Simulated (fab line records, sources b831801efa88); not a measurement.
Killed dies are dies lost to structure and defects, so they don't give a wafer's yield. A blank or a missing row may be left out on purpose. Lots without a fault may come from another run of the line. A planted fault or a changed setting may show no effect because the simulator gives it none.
A struck lot beside a sound one | flow gf180mcu | 32 steps out of a route of 602
Sound: wafers L529.3, L529.4, L529.5. Struck: wafers L542.1, L542.3, L542.6. The cause comes at the end.
At each step with rows: each side's tool, then ch and its chambers, then its first start. Under that, the readings that differ: sound wafers | struck wafers | difference of the means | sigmas: that difference in standard deviations of wafers without a fault.
alike: readings whose means differ by less than 2 such deviations, and words and numbers that are the same on both sides. not compared: withheld readings, readings that some wafer has no value for, bounds like >300 that may hide the same value, and numbers for which the record gives no deviation and whose values overlap.
The two part at a step that has a row with sigmas, a row that says differs or no value, or rows on one side only. Numbers that don't overlap but have no deviation are shown without sigmas and don't part them. A reading that every wafer of one side lacks parts them only if that side has two wafers or more.

GF_STI_BOW_MEAS_00:
  sound on film_metro-02, day 1 15:02; struck on film_metro-03, day 4 08:00
  alike: INCOMING_BOW
GF_STI_OXIDATION_01: stabilise 600 s, purge 300 s, target thk 10 nm.
  sound on furnace-02 ch 0, day 1 15:07; struck on furnace-01 ch 0, day 4 08:07
GF_STI_THK_MEAS_02:
  sound on film_metro-03, day 1 16:32; struck on film_metro-03, day 4 09:31
  alike: STI_OXIDATION_THK
then, 1 step without rows for these wafers: GF_STI_CVD_03 (deposits Si3N4 from DCS/NH3, target thk 207.16 nm, time 3551 s).
GF_STI_THK_MEAS_04:
  sound on film_metro-01, day 1 18:35; struck on film_metro-02, day 4 11:34
  alike: STI_CVD_03_THK
then, 7 steps without rows for these wafers: GF_STI_DEHYDRATE_05 (time 60 s); GF_STI_HMDS_06 (prime time 60 s); GF_STI_COAT_07 (resist thk 700 nm); GF_STI_SOFTBAKE_08 (time 60 s); GF_STI_EXPOSE_09 (exposes mask COMP, target cd 220 nm); GF_STI_PEB_10 (peb time 90 s); GF_STI_DEVELOP_11 (develop time 60 s).
GF_STI_CD_MEAS_12: target cd 220 nm.
  sound on cd_sem-02, day 2 06:26; struck on cd_sem-01, day 5 01:26
  alike: cd_nm
GF_STI_ETCH_13: etches the open film in CHF3/O2, stops on Si, target depth 282.31 nm, time 112.9 s.
  sound on rie_diel-04 ch 2,3, day 2 06:31; struck on rie_diel-03 ch 0,1, day 5 01:34
  alike: drypump_motor_current_A, oes_product_au, throttle_valve_pct
  not compared: rf_hours_counter_h
GF_STI_ETCH_14: etches Si in HBr/Cl2/O2, target depth 360 nm, time 102.9 s.
  sound on rie_si-02 ch 0,1,3, day 2 06:35; struck on rie_si-02 ch 1,2, day 5 01:38
  alike: drypump_motor_current_A, oes_product_au, throttle_valve_pct
  not compared: rf_hours_counter_h
GF_STI_STRIP_15: strips in O2/N2.
  sound on plasma_asher-04 ch 0,1, day 2 06:42; struck on plasma_asher-03 ch 0,1, day 5 01:43
  alike: drypump_motor_current_A, heater_power_w, oes_product_au, strip_time_to_endpoint_s
  not compared: rf_hours_counter_h
then, 6 steps without rows for these wafers: GF_STI_CLEAN_16 (cleans in dHF, time 25 s); GF_STI_WET_ETCH_17 (etches Si3N4 in H3PO4, target depth 45 nm, time 514 s); GF_STI_CLEAN_18 (cleans in SC1/SC2, time 150 s); GF_STI_CLEAN_19 (cleans in dHF, time 20 s); GF_STI_WET_ETCH_20 (etches SiO2 in dHF, target depth 20 nm, time 400 s); GF_STI_OXIDATION_21 (stabilise 600 s, purge 300 s, target thk 15 nm).
GF_STI_THK_MEAS_22:
  sound on film_metro-01, day 2 08:16; struck on film_metro-02, day 5 03:19
  alike: STI_OXIDATION_01_THK
then, 1 step without rows for these wafers: GF_STI_CVD_23 (deposits SiO2, target thk 650 nm, time 108.3 s).
GF_STI_THK_MEAS_24:
  sound on film_metro-03, day 2 08:24; struck on film_metro-01, day 5 03:28
  alike: STI_CVD_23_THK
GF_STI_CMP_25: polishes, stops on Si3N4, t overpolish 33 s, target thk 524.6 nm.
  sound on cmp-02 ch 0,2,3, day 2 08:29; struck on cmp-02 ch 0,1, day 5 03:31
  reading                | sound       | struck      | difference | sigmas
  time_to_endpoint_s (s) | 136 133 134 | 127 123 120 | -11        | -2
  alike: motor_current_A, overpolish_run_s
then, 4 steps without rows for these wafers: GF_STI_WET_ETCH_26 (etches SiO2 in dHF, target depth 94 nm, time 188 s); GF_STI_WET_ETCH_27 (etches Si3N4 in H3PO4, target depth 160 nm, time 1825 s); GF_STI_WET_ETCH_28 (etches SiO2 in dHF, target depth 20 nm, time 40 s); GF_STI_OXIDATION_29 (stabilise 600 s, purge 300 s, target thk 10 nm).
GF_STI_THK_MEAS_30:
  sound on film_metro-01, day 2 10:47; struck on film_metro-01, day 5 07:29
  alike: STI_OXIDATION_02_THK
-- the record jumps here: 28 days lie between the struck wafers' starts before and after (it left off in module STI and takes up again in module PASSIVATION, whose first step shown is number 602 of the route) --
GF_PASSIVATION_PROBE_99:
  the record has rows for the struck wafers here (prober-01, day 33 01:10) and none for the sound ones

WHERE THEY PART
First at GF_STI_CMP_25; last, within this record, at GF_PASSIVATION_PROBE_99.

WHY: what the simulator had put in
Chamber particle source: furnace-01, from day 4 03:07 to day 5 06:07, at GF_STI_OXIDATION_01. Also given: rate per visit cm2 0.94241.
